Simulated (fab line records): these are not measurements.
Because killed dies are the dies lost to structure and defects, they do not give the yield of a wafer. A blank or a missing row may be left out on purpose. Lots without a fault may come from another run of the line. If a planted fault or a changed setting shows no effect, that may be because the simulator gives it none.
Problem report in the 8D (eight disciplines) form, filled by code + flow sky130 + the parts of the form that need people (team, actions taken, sign-off) are left out

## 1. PROBLEM STATEMENT
At SKY_CONTACT_CMP_27, timeToEndpointS averages 46 s over 6 wafers from 2 lots, while fault-free wafers read 81 s, standard deviation 4.8. That is -7.4 standard deviations from the usual mean.
The step: polishes, stops on SiO2, t overpolish 15 s, target thk 0 nm.
Earliest sighting: wafer L608.4 on cmp-02 at day 37 02:12. The record has a number at this step for 42 wafers belonging to 14 lots. The rule behind "out" and "out of limits": a value lying over 4 standard deviations away from the usual mean. The other wafers with a number count as sound.

## 2. WHAT IT IS, WHAT IT ISN'T
| question                    | is                     | is not                                                                 |
|-----------------------------|------------------------|------------------------------------------------------------------------|
| which readings at this step | timeToEndpointS        | motorCurrentA, overpolishRunS                                          |
| which lots                  | L608, L610             | L593, L594, L595, L597, L598, L600, L603, L604, L605, L606, L607, L613 |
| which wafers of those lots  | all that have a number | -                                                                      |
| read on which tools         | cmp-02                 | cmp-01                                                                 |
| when                        | from day 37 02:12      | up to then (33 sound wafers); but 3 sound wafers of L613 came after    |

## 3. SUSPECTS, AND WHAT RULES EACH OUT
Counting: any tool at a process step up to the reading is kept as a suspect provided that every lot that is out went through it and no sound lot did after the first of them.
- cmp-02 at SKY_LI_CONTACT_CMP_24 (polishes, stops on PSG, t overpolish 20 s, target thk 0 nm): ruled out as a lasting fault. The sound lots L613 went through it after L608, its earliest lot that is out (day 34 19:03).
- cmp-02 at SKY_CONTACT_CMP_27 (polishes, stops on SiO2, t overpolish 15 s, target thk 0 nm): kept. Every lot that is out went through it, starting with L608 (day 37 02:12), and after that it ran no sound lot; the last sound lot it ran before then is L606 (day 36 00:23). Out on those wafers are its own readings of timeToEndpointS.
Left after counting: cmp-02 at SKY_CONTACT_CMP_27.

## 4. THE CAUSE (what the simulator had put in)
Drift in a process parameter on cmp-02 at SKY_CONTACT_CMP_27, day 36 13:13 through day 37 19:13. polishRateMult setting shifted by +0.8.
Counting left only this tool.

## 5. THE CHAIN OF EFFECTS, in route order
Each row: a reading whose mean over the struck wafers that have a number lies more than 3 standard deviations from the usual. Readings are gone through only where the record gives a usual standard deviation; hours: the median, over the lots, of the time from a lot's start at the first step in this table giving one to that lot's start at this step; sigmas: the change measured in usual standard deviations.
| hours | step               | reading         | usual | on struck wafers | change | sigmas |
|-------|--------------------|-----------------|-------|------------------|--------|--------|
| 0     | SKY_CONTACT_CMP_27 | timeToEndpointS | 81 s  | 46               | -36    | -7.4   |
Its process steps:
- SKY_CONTACT_CMP_27: polishes, stops on SiO2, t overpolish 15 s, target thk 0 nm.
At these later measuring or inspecting steps, every struck wafer for which the step has a row has a number for every such reading, and none has moved that far: SKY_METAL1_OVL_MEAS_16.

## 6. HOW IT WOULD HAVE BEEN CAUGHT EARLIER
In this record the first reading out of limits was taken at day 37 02:12, 13 hours after the fault began at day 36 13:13.
